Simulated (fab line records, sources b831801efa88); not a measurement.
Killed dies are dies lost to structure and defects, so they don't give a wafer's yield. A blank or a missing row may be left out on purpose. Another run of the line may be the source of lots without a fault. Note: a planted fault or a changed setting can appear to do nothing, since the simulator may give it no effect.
What tool caused it? ; flow gf180mcu ; 15 lots, 45 wafers sampled, at 3 steps of a route of 602

== WHAT EACH GAUGE READ, for each wafer ==
GF_M2_CD_MEAS_14: the cd target is 280 nm.
lot;measured;on;cdNm (nm)
L184;day 19 10:53;cdSem-02;279.9 281.3 280.3
L186;day 20 01:05;cdSem-01;279.5 279.5 280.0
L188;day 21 03:23;cdSem-01;279.3 279.5 280.6
L189;day 21 09:17;cdSem-01;280.2 279.9 280.5
L190;day 21 19:52;cdSem-02;281.6 280.2 282.2
L195;day 23 18:29;cdSem-01;281.1 280.6 279.8
L196;day 24 00:01;cdSem-02;280.7 279.9 279.3
L197;day 24 04:43;cdSem-02;279.6 278.9 280.7
L199;day 24 17:49;cdSem-01;280.1 279.7 280.5
L198;day 24 19:55;cdSem-02;278.0 277.8 278.9
L200;day 25 01:52;cdSem-01;278.8 279.3 280.7
L203;day 25 13:56;cdSem-01;279.9 279.4 279.7
L205;day 26 11:19;cdSem-02;281.4 282.6 281.9
L206;day 26 15:43;cdSem-02;280.0 279.9 281.8
L207;day 26 21:15;cdSem-01;279.9 280.3 279.1

GF_V2_THK_MEAS_25: measures by xrf.
lot;measured;on;V2_W_THK (nm)
L184;day 20 13:52;filmMetro-03;380 374 375
L186;day 21 04:06;filmMetro-03;363 371 366
L188;day 22 05:17;filmMetro-03;379 382 381
L189;day 22 11:17;filmMetro-03;377 378 374
L190;day 22 22:05;filmMetro-04;361 366 371
L195;day 24 18:58;filmMetro-02;358 368 352
L196;day 25 00:36;filmMetro-02;360 362 366
L197;day 25 04:58;filmMetro-02;353 357 355
L199;day 25 17:34;filmMetro-03;385 373 383
L198;day 25 20:14;filmMetro-03;378 383 381
L200;day 26 01:34;filmMetro-04;369 368 366
L203;day 26 13:43;filmMetro-02;357 360 359
L205;day 27 10:26;filmMetro-04;364 364 367
L206;day 27 14:50;filmMetro-04;365 366 365
L207;day 27 20:32;filmMetro-04;365 368 361

== EACH LOT AND THE TOOL THAT RAN IT (in order: tool; ch and the chambers of the sampled wafers; start) ==
lot;GF_V2_ETCH_16
L184;rieDiel-01 ch 0,2,3, day 20 12:41
L186;rieDiel-04 ch 0,3, day 21 03:07
L188;rieDiel-04 ch 1,3, day 22 04:17
L189;rieDiel-01 ch 0,1,3, day 22 10:17
L190;rieDiel-02 ch 0,2, day 22 21:03
L195;rieDiel-02 ch 2,3, day 24 17:57
L196;rieDiel-04 ch 1,2, day 24 23:35
L197;rieDiel-02 ch 0,1, day 25 03:57
L199;rieDiel-01 ch 2,3, day 25 16:29
L198;rieDiel-04 ch 0,1, day 25 18:49
L200;rieDiel-01 ch 0,1,3, day 26 00:32
L203;rieDiel-01 ch 0,2,3, day 26 12:43
L205;rieDiel-02 ch 2,3, day 27 09:26
L206;rieDiel-01 ch 2,3, day 27 13:46
L207;rieDiel-04 ch 0,1,3, day 27 19:11
- GF_V2_ETCH_16: etches BARC in N2/H2.

== WHAT THE TOOLS THEMSELVES READ (means of the sampled wafers that have a number; where no wafer has one, the mark that the record gives instead) ==
GF_V2_ETCH_16.
lot;tool;drypumpMotorCurrentA (A);oesProductAu (a.u.);throttleValvePct (%)
L184;rieDiel-01;5.9;0.856;13.231
L186;rieDiel-04;6.1;0.855;13.221
L188;rieDiel-04;5.5;0.855;13.224
L189;rieDiel-01;5.9;0.857;13.227
L190;rieDiel-02;5.6;0.855;13.224
L195;rieDiel-02;6.0;0.856;13.226
L196;rieDiel-04;5.7;0.859;13.240
L197;rieDiel-02;6.1;0.852;13.233
L199;rieDiel-01;5.8;0.852;13.224
L198;rieDiel-04;5.3;0.853;13.224
L200;rieDiel-01;5.9;0.855;13.224
L203;rieDiel-01;5.9;0.850;13.219
L205;rieDiel-02;5.7;0.850;13.221
L206;rieDiel-01;5.8;0.855;13.217
L207;rieDiel-04;5.6;0.862;13.222

== THE ANSWER, worked out from the rows above alone ==
Rule: usual is defined by the lots themselves. Put in order of their means at a reading, lots are off if they are a third of the lots or fewer, leave a main group of 4 or more, and stand apart from it by a gap of 3 or more times the standard deviation of the main group's means; of several such gaps the widest counts. Not used: any main group whose means are identical at the precision the tables above print for the reading. Also off: a lot with no number at a reading for which 4 or more lots have one. All remaining lots with rows at the step are treated as sound. First the gauges in route order, then the tools' own readings, where a lot's mean is used as printed above. The first step at which some lot is off is used, and at that step the reading that is off furthest; a lot without a number counts as furthest.
No lot is off at any reading shown: from this, nothing can be told.

== WHAT WAS PUT IN BY THE SIMULATOR ==
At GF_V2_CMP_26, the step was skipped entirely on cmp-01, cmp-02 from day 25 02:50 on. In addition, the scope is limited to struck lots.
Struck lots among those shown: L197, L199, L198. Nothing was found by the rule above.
